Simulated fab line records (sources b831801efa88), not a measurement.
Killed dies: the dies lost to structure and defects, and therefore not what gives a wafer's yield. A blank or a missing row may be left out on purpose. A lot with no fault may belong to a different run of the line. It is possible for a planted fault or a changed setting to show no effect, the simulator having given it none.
Split-lot experiment    flow sky130    5 lots, 23 wafers read, on a route of 708 steps

ABOUT THE SPLIT
At SKY_METAL4_DEVELOP_12 (develop time 60 s), the setting develop-time-s was moved away from the recipe's 60 s on 7 of the 23 wafers read, by -14.8% to +12.2%. All remaining wafers had this setting at the recipe value.

Split to reading: the file shows no intervening step.

THE READING
Shown in nm: cd-nm at SKY_METAL4_CD_MEAS_13, with target cd 300 nm. A value of 300.6 nm with a standard deviation of 1.4 nm is what fault-free wafers of this fab line usually give.

wafer   tool, chamber at the split  develop-time-s as run, s  against the recipe  cd-nm, nm  against lot-mates on the recipe
L074.1  litho-track-02, 0           60                        recipe              297.2      -
L074.2  litho-track-02, 0           51.09                     -14.8%              302.5      +4.1
L074.3  litho-track-02, 0           60                        recipe              299.5      -
L074.5  litho-track-02, 0           51.09                     -14.8%              303.2      +4.8
L074.6  litho-track-02, 0           51.09                     -14.8%              301.4      +3.0
L076.1  litho-track-02, 0           60                        recipe              297.9      -
L076.2  litho-track-02, 0           60                        recipe              299.6      -
L076.5  litho-track-02, 0           60                        recipe              299.0      -
L080.2  litho-track-01, 0           60                        recipe              301.1      -
L080.3  litho-track-01, 0           60                        recipe              300.9      -
L080.4  litho-track-01, 0           60                        recipe              301.8      -
L080.5  litho-track-01, 0           60                        recipe              302.8      -
L080.6  litho-track-01, 0           60                        recipe              302.3      -
L079.1  litho-track-02, 0           60                        recipe              303.2      -
L079.2  litho-track-02, 0           67.3                      +12.2%              299.0      -3.5
L079.3  litho-track-02, 0           60                        recipe              302.5      -
L079.4  litho-track-02, 0           60                        recipe              301.8      -
L079.5  litho-track-02, 0           67.3                      +12.2%              298.6      -3.9
L083.1  litho-track-02, 0           60                        recipe              300.4      -
L083.2  litho-track-02, 0           63.87                     +6.5%               299.1      -0.4
L083.3  litho-track-02, 0           60                        recipe              298.7      -
L083.5  litho-track-02, 0           63.87                     +6.5%               298.6      -0.9
L083.6  litho-track-02, 0           60                        recipe              299.4      -

FIT RESULTS
A straight line over all 23 wafers: cd-nm changes by -0.141 nm for each +1% of develop-time-s; r = -0.53; the points scatter about the line by 1.6 nm.
The same after taking each lot's own level away (the mean of its wafers on the recipe; 23 wafers): -0.266 nm for each +1%; r = -0.92; scatter 0.8 nm.
Per that fit: largest develop-time-s move, reading shift of 4 nm.
Measured against the standard deviation above, the lots' own levels, which go from 298.35 to 302.50 nm, span 3.0 times it.
So the lot-to-lot level blurs the effect unless lot-mates are compared.
Check: with one of the wafers moved furthest among these (-14.8%) left out of the fit, the line predicts +3.97 nm for it against its lot-mates. Against them it came out at +4.15 nm.

OTHER SPLITS APPLIED TO THESE WAFERS
Before the reading, these wafers also passed through other splits. Each is held against what the fit with the lots' levels taken away leaves over:
other split on the same wafers           wafers away from the commonest value  r with cd-nm (lot level and that fit taken away)
SKY_VIA1_SPUTTER_20 chamber-pressure-pa  18                                    -0.03
SKY_METAL2_SPUTTER_02 time-s             8                                     -0.28
SKY_METAL2_COAT_10 resist-thk-nm         9                                     -0.02
SKY_VIA2_ETCH_15 time-s                  9                                     +0.04
SKY_VIA2_SPUTTER_20 power-w              6                                     +0.06
SKY_METAL3_METAL_ETCH_18 icp-w           8                                     +0.08
SKY_METAL4_SPUTTER_01 time-s             9                                     -0.10
SKY_CAP2M_SOFTBAKE_08 temp-c             5                                     -0.19

THE WHOLE CHAIN: every reading that the file lists as answering this split, in the file's order
step                   what it does            reading                                                        change (the file's fit)                r (the file's)
SKY_METAL4_CD_MEAS_13  target cd 300 nm        cd-nm                                                          -0.265 nm for each +1% of the setting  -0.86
SKY_METAL4_DESCUM_15   chemistry O2, time 8 s  METAL4.cd-nm (the simulator's own value, which no gauge read)  -0.3 nm for each +1% of the setting    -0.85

THE FILE'S OWN FIT
cd-nm changes by -0.265 nm for each +1% of develop-time-s, r = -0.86.
